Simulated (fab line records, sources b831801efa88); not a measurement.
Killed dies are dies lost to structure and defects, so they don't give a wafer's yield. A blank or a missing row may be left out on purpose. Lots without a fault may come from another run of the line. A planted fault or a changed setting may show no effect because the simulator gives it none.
Which tool did it? | flow sky130 | 11 lots, 33 wafers sampled, at 5 steps of a route of 708

WHAT THE GAUGES READ, wafer by wafer
The record holds no reading of a measuring or inspecting step that can be judged against a usual standard deviation.

WHICH TOOL RAN EACH LOT (tool, then ch and the chambers of the sampled wafers, then the start)
lot  | SKY_VIA4_SPUTTER_17          | SKY_METAL5_SPUTTER_01        | SKY_METAL5_DESCUM_14              | SKY_PASSIVATION_ETCH_11            | SKY_PAD_OPEN_PROBE_99
L315 | pvd_sputter-04, day 42 12:59 | pvd_sputter-02, day 42 13:43 | rie_metal-02 ch 0,1, day 43 12:32 | rie_diel-02 ch 0,2,3, day 44 11:38 | -
L317 | pvd_sputter-01, day 43 03:39 | pvd_sputter-04, day 43 04:22 | rie_metal-02 ch 0,1, day 44 02:28 | rie_diel-01 ch 0,3, day 45 01:52   | -
L318 | pvd_sputter-01, day 43 10:26 | pvd_sputter-04, day 43 11:13 | rie_metal-04 ch 0, day 44 09:31   | rie_diel-04 ch 0,3, day 45 08:50   | -
L320 | pvd_sputter-01, day 44 06:30 | pvd_sputter-03, day 44 07:13 | rie_metal-04 ch 0, day 45 05:25   | rie_diel-04 ch 0,2, day 46 03:14   | -
L323 | pvd_sputter-01, day 45 05:37 | pvd_sputter-04, day 45 06:20 | rie_metal-02 ch 0,1, day 46 03:10 | rie_diel-02 ch 0,1, day 47 00:46   | -
L321 | pvd_sputter-03, day 45 06:05 | pvd_sputter-02, day 45 06:49 | rie_metal-01 ch 0,1, day 46 03:35 | rie_diel-01 ch 0,2, day 47 01:02   | -
L326 | pvd_sputter-03, day 45 23:20 | pvd_sputter-04, day 46 00:09 | rie_metal-02 ch 1, day 46 20:11   | rie_diel-02 ch 0,2,3, day 47 17:38 | prober-02, day 48 15:08
L328 | pvd_sputter-01, day 46 07:35 | pvd_sputter-02, day 46 08:41 | rie_metal-01 ch 0,1, day 47 04:50 | rie_diel-02 ch 0,2,3, day 48 01:58 | prober-02, day 48 22:22
L331 | pvd_sputter-01, day 47 01:17 | pvd_sputter-03, day 47 02:00 | rie_metal-01 ch 0,1, day 47 21:19 | rie_diel-02 ch 0,1,2, day 48 17:41 | prober-01, day 49 13:53
L334 | pvd_sputter-04, day 47 21:43 | pvd_sputter-02, day 47 22:25 | rie_metal-02 ch 0, day 48 17:10   | rie_diel-04 ch 1,3, day 49 11:55   | prober-02, day 50 07:04
L335 | pvd_sputter-03, day 48 05:37 | pvd_sputter-04, day 48 06:20 | rie_metal-04 ch 0,1, day 49 00:37 | rie_diel-04 ch 1,3, day 49 18:56   | prober-01, day 50 14:16
- SKY_VIA4_SPUTTER_17: material TiN, target thk 20 nm, time 80 s.
- SKY_METAL5_SPUTTER_01: material TiN, target thk 20 nm, time 16.7 s.
- SKY_METAL5_DESCUM_14: chemistry O2, time 11 s.
- SKY_PASSIVATION_ETCH_11: etches the open film in CF4/O2, stops on AlCu, target depth 725 nm, time 161.1 s.
- SKY_PAD_OPEN_PROBE_99

WHAT THE TOOLS THEMSELVES READ (means of the sampled wafers that have a number; where no wafer has one, the mark that the record gives instead)
SKY_VIA4_SPUTTER_17. Usual: chamber_pressure_pa 5.001 Pa, standard deviation 0.0094; throttle_valve_pct 30.3 %, standard deviation 1.2.
lot  | tool           | chamber_pressure_pa (Pa) | throttle_valve_pct (%) | flag
L315 | pvd_sputter-04 | 5.000                    | 30.2                   |
L317 | pvd_sputter-01 | 5.003                    | 30.2                   |
L318 | pvd_sputter-01 | 4.997                    | 31.9                   |
L320 | pvd_sputter-01 | 5.006                    | 30.7                   |
L323 | pvd_sputter-01 | 4.999                    | 30.7                   |
L321 | pvd_sputter-03 | 5.010                    | 30.5                   |
L326 | pvd_sputter-03 | 4.994                    | 30.6                   |
L328 | pvd_sputter-01 | 5.003                    | 31.0                   |
L331 | pvd_sputter-01 | 4.998                    | 31.0                   |
L334 | pvd_sputter-04 | 5.004                    | 29.8                   |
L335 | pvd_sputter-03 | 4.996                    | 30.7                   |

SKY_METAL5_SPUTTER_01. Usual: chamber_pressure_pa 0.4001 Pa, standard deviation 0.00084; throttle_valve_pct 29.8 %, standard deviation 1.1.
lot  | tool           | chamber_pressure_pa (Pa) | throttle_valve_pct (%) | flag
L315 | pvd_sputter-02 | 0.4000                   | 29.2                   |
L317 | pvd_sputter-04 | 0.4005                   | 30.1                   |
L318 | pvd_sputter-04 | 0.3999                   | 30.3                   |
L320 | pvd_sputter-03 | 0.4011                   | 29.6                   |
L323 | pvd_sputter-04 | 0.4005                   | 30.0                   |
L321 | pvd_sputter-02 | 0.4002                   | 29.1                   |
L326 | pvd_sputter-04 | 0.3994                   | 30.3                   |
L328 | pvd_sputter-02 | 0.3994                   | 29.4                   |
L331 | pvd_sputter-03 | 0.4006                   | 29.5                   |
L334 | pvd_sputter-02 | 0.3996                   | 29.9                   |
L335 | pvd_sputter-04 | 0.3999                   | 29.7                   |

SKY_METAL5_DESCUM_14. Usual: drypump_motor_current_A 5.9 A, standard deviation 0.55; oes_product_au 0.996 a.u., standard deviation 0.01; rf_fwd_power_W 147.8 W, standard deviation 0.77.
lot  | tool         | drypump_motor_current_A (A) | oes_product_au (a.u.) | rf_fwd_power_W (W) | flag
L315 | rie_metal-02 | 6.0                         | 0.993                 | 147.8              |
L317 | rie_metal-02 | 6.1                         | 1.003                 | 148.2              |
L318 | rie_metal-04 | 6.5                         | 0.995                 | 148.4              |
L320 | rie_metal-04 | 6.5                         | 1.002                 | 148.8              |
L323 | rie_metal-02 | 6.0                         | 0.997                 | 148.7              |
L321 | rie_metal-01 | 5.2                         | 0.985                 | 147.1              |
L326 | rie_metal-02 | 6.1                         | 1.008                 | 147.7              |
L328 | rie_metal-01 | 5.5                         | 0.997                 | 146.8              |
L331 | rie_metal-01 | 5.5                         | 0.995                 | 147.1              |
L334 | rie_metal-02 | 6.0                         | 0.981                 | 148.3              |
L335 | rie_metal-04 | 5.5                         | 0.990                 | 146.9              |

SKY_PASSIVATION_ETCH_11. Usual: drypump_motor_current_A 5.8 A, standard deviation 0.37; oes_product_au 0.978 a.u., standard deviation 0.0067; rf_fwd_power_W 795.3 W, standard deviation 2.3; throttle_valve_pct 5.965 %, standard deviation 0.0087.
lot  | tool        | drypump_motor_current_A (A) | oes_product_au (a.u.) | rf_fwd_power_W (W) | throttle_valve_pct (%) | flag
L315 | rie_diel-02 | 5.5                         | 0.980                 | 792.7              | 5.969                  |
L317 | rie_diel-01 | 6.2                         | 0.977                 | 794.1              | 5.962                  |
L318 | rie_diel-04 | 5.9                         | 0.984                 | 797.4              | 5.952                  |
L320 | rie_diel-04 | 5.9                         | 0.981                 | 797.1              | 5.967                  |
L323 | rie_diel-02 | 5.4                         | 0.972                 | 793.3              | 5.971                  |
L321 | rie_diel-01 | 6.0                         | 0.979                 | 795.4              | 5.962                  |
L326 | rie_diel-02 | 5.5                         | 0.975                 | 794.8              | 5.956                  |
L328 | rie_diel-02 | 5.5                         | 0.983                 | 794.3              | 5.971                  |
L331 | rie_diel-02 | 5.2                         | 0.980                 | 794.4              | 5.963                  |
L334 | rie_diel-04 | 5.9                         | 0.981                 | 795.2              | 5.963                  |
L335 | rie_diel-04 | 6.0                         | 0.985                 | 793.4              | 5.961                  |

SKY_PAD_OPEN_PROBE_99. Usual: defect_limited_yield 82.0 %, standard deviation 1.9; killed_at_M0_to_M3 45, standard deviation 6.9; killed_at_M4_up 3.0, standard deviation 1.7; killed_at_contacts 25, standard deviation 5.6; killed_at_front_end 15, standard deviation 4.2; killed_at_other 0.3, standard deviation 0.55; killed_dies 89, standard deviation 9.6; killed_on_rim 18, standard deviation 4; killed_open 49, standard deviation 7.2; killed_short 39, standard deviation 6.5; sort_bin_3_pad_short 0.9 %, standard deviation 0.44; sort_bin_5_function 10.7 %, standard deviation 1.4; sort_bin_6_memory 6.4 %, standard deviation 1.3; sort_n_pass 403, standard deviation 9.6; sort_yield_pct 82.0 %, standard deviation 1.9.
lot  | tool      | defect_limited_yield (%) | killed_at_M0_to_M3 | killed_at_M4_up | killed_at_contacts | killed_at_front_end | killed_at_other | killed_dies | killed_on_rim | killed_open | killed_short | sort_bin_3_pad_short (%) | sort_bin_5_function (%) | sort_bin_6_memory (%) | sort_n_pass | sort_yield_pct (%) | flag
L326 | prober-02 | 82.5                     | 44                 | 1.7             | 27                 | 14                  | 0.0             | 86          | 19            | 54          | 32           | 1.1                      | 10.2                    | 6.2                   | 406         | 82.5               |
L328 | prober-02 | 79.5                     | 42                 | 21.0            | 20                 | 17                  | 0.3             | 101         | 21            | 43          | 39           | 1.6                      | 12.1                    | 6.8                   | 391         | 79.5               | OFF
L331 | prober-01 | 77.2                     | 44                 | 23.7            | 30                 | 14                  | 0.3             | 112         | 21            | 50          | 43           | 1.9                      | 13.0                    | 7.9                   | 380         | 77.2               | OFF
L334 | prober-02 | 81.7                     | 44                 | 3.3             | 27                 | 15                  | 0.0             | 90          | 21            | 47          | 41           | 0.9                      | 11.3                    | 6.0                   | 402         | 81.7               |
L335 | prober-01 | 81.6                     | 48                 | 2.3             | 27                 | 13                  | 0.0             | 91          | 19            | 46          | 44           | 0.9                      | 11.9                    | 5.6                   | 401         | 81.6               |

THE ANSWER, worked out from the rows above alone
Rule: a lot is off if the mean of its wafers that have a number lies more than 3 standard deviations from the usual mean. A lot without any number at a reading at which 4 lots or more have one is off too. The other lots that the step has rows for count as sound. The gauges are gone through in route order, then the tools' own readings, and for those a lot's mean is taken as printed above. The first step at which some lot is off is used, and at that step the reading that is off furthest; a lot without a number counts as furthest.
Off: L328, L331, at SKY_PAD_OPEN_PROBE_99 (killed_at_M4_up). Neither off nor sound, because the step has no rows for them: L315, L317, L318, L320, L323, L321.
A tool fits if, at that step or a process step before it, it ran every lot that is off, and no sound lot after the first of them. Can't be told from this: 3 tools fit, pvd_sputter-01 at SKY_VIA4_SPUTTER_17, rie_metal-01 at SKY_METAL5_DESCUM_14, rie_diel-02 at SKY_PASSIVATION_ETCH_11.

WHAT THE SIMULATOR HAD PUT IN
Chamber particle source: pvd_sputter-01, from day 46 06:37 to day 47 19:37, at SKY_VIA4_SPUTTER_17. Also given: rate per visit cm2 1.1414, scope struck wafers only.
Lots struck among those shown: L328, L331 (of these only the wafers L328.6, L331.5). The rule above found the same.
